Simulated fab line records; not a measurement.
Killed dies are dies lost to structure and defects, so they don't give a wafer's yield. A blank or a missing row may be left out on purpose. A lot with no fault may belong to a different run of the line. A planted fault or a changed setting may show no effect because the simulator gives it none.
A struck lot beside a sound one -- flow sky130 -- 18 out of 708 route steps
Sound: the wafers L863.1, L863.5, L863.6. Wafers L879.3, L879.4, L879.5 were the ones struck. At the end, the cause is stated.
Order at every step that has rows: each side's tool, ch and its chambers, its first start. Under that, the readings that differ: sound wafers -- struck wafers -- difference of the means -- sigmas: that difference in standard deviations of wafers without a fault.
alike: same words and numbers on both sides, and readings whose means sit less than 2 such deviations apart. not compared: any withheld reading, any reading some wafer has no value for, any bound like >300 that may hide the same value, and any number with overlapping values for which the record gives no deviation.
The two part at a step that has a row with sigmas, a row that says differs or no value, or rows on one side only. Non-overlapping numbers with no deviation appear without sigmas and do not part them. A reading that every wafer of one side lacks parts them only if that side has two wafers or more.

first, 3 steps without rows for these wafers: SKY_VIA1_EXPOSE_09 (exposes mask VIM, target cd 150 nm); SKY_VIA1_PEB_10; SKY_VIA1_DEVELOP_11 (develop time 60 s).
SKY_VIA1_CD_MEAS_12: the cd target is 150 nm.
  struck on cdSem-02, day 39 03:04; sound on cdSem-01, day 33 09:25
  alike: cdNm
SKY_VIA1_OVL_MEAS_13:
  struck on overlay-01, day 39 03:09; sound on overlay-02, day 33 09:32
  alike: VIA1_OVL
SKY_VIA1_ETCH_14: etches BARC in N2/H2, stops on SiO2, time 45.9 s, target depth 60 nm.
  sound on rieDiel-03 ch 0,1, day 33 09:35; struck on rieDiel-01 ch 0,1, day 39 03:10
  alike: drypumpMotorCurrentA, h2FlowSccm, oesProductAu, rfFwdPowerW, throttleValvePct
  not compared: rfHoursCounterH
SKY_VIA1_ETCH_15: etches SiO2 in C4F8/O2/Ar, stops on TiN, target depth 351 nm, time 54 s.
  sound on rieDiel-03 ch 0,1, day 33 09:37; struck on rieDiel-01 ch 0,1, day 39 03:13
  alike: oesProductAu, rfFwdPowerW
  not compared: rfHoursCounterH
SKY_VIA1_STRIP_16: strips in O2/N2.
  sound on plasmaAsher-02 ch 0,1, day 33 09:40; struck on plasmaAsher-01 ch 0,1, day 39 03:17
reading,sound,struck,difference,sigmas
oesProductAu (a.u.),0.420 0.419 0.422,0.415 0.412 0.408,-0.009,-2
  alike: drypumpMotorCurrentA, o2FlowSccm, stripTimeToEndpointS
  not compared: rfHoursCounterH
then, 3 steps without rows for these wafers: SKY_VIA1_STRIP_17 (strips in post etch residue remover, time 1200 s); SKY_VIA1_CLEAN_18 (cleans in IPA, time 180 s); SKY_VIA1_CLEAN_19 (cleans in O3/DIW).
SKY_VIA1_SPUTTER_20: material TiN, target thk 20 nm, time 80 s.
  struck on pvdSputter-04, day 39 03:52; sound on pvdSputter-02, day 33 10:16
  alike: throttleValvePct
SKY_VIA1_CVD_21: deposits W, target thk 270 nm, time 80.902 s.
  sound on cvdW-01 ch 0,1, day 33 10:20; struck on cvdW-02 ch 0,1, day 39 03:57
reading,sound,struck,difference,sigmas
model.W_of_VIA1_CVD_21.thkNm (nm),269 270.5 270.8,523 529.3 526.5,+256,
  alike: heaterPowerOuterW, heaterPowerW
SKY_VIA1_RS_MEAS_22: a four-point-probe measurement.
  struck on filmMetro-04, day 39 04:03; sound on filmMetro-02, day 33 10:26
reading,sound,struck,difference,sigmas
VIA1_W_RS (ohm/sq),0.430 0.427 0.425,0.218 0.216 0.217,-0.210,-43
SKY_VIA1_THK_MEAS_23: measures by xrf.
  struck on filmMetro-04, day 39 04:09; sound on filmMetro-02, day 33 10:33
reading,sound,struck,difference,sigmas
VIA1_W_THK (nm),268 270 269,513 517 520,+248,+58
SKY_VIA1_CMP_24: polishes, stops on SiO2, t overpolish 15 s, target thk 0 nm.
  sound on cmp-01 ch 0,1,2, day 33 10:43; struck on cmp-01 ch 2,3, day 39 04:11
reading,sound,struck,difference,sigmas
timeToEndpointS (s),66 65 62,129 133 126,+65,+17
  alike: motorCurrentA
SKY_METAL2_SPUTTER_00: material Ti, target thk 15 nm, time 10 s.
  struck on pvdSputter-03, day 39 04:29; sound on pvdSputter-04, day 33 10:55
  alike: throttleValvePct
SKY_PAD_OPEN_PROBE_99:
  sound wafers here have rows in the record (prober-01, day 45 10:05); struck ones have none

## WHERE THEY PART
First at SKY_VIA1_STRIP_16; last, within this record, at SKY_PAD_OPEN_PROBE_99.

WHY: the cause the simulator had injected
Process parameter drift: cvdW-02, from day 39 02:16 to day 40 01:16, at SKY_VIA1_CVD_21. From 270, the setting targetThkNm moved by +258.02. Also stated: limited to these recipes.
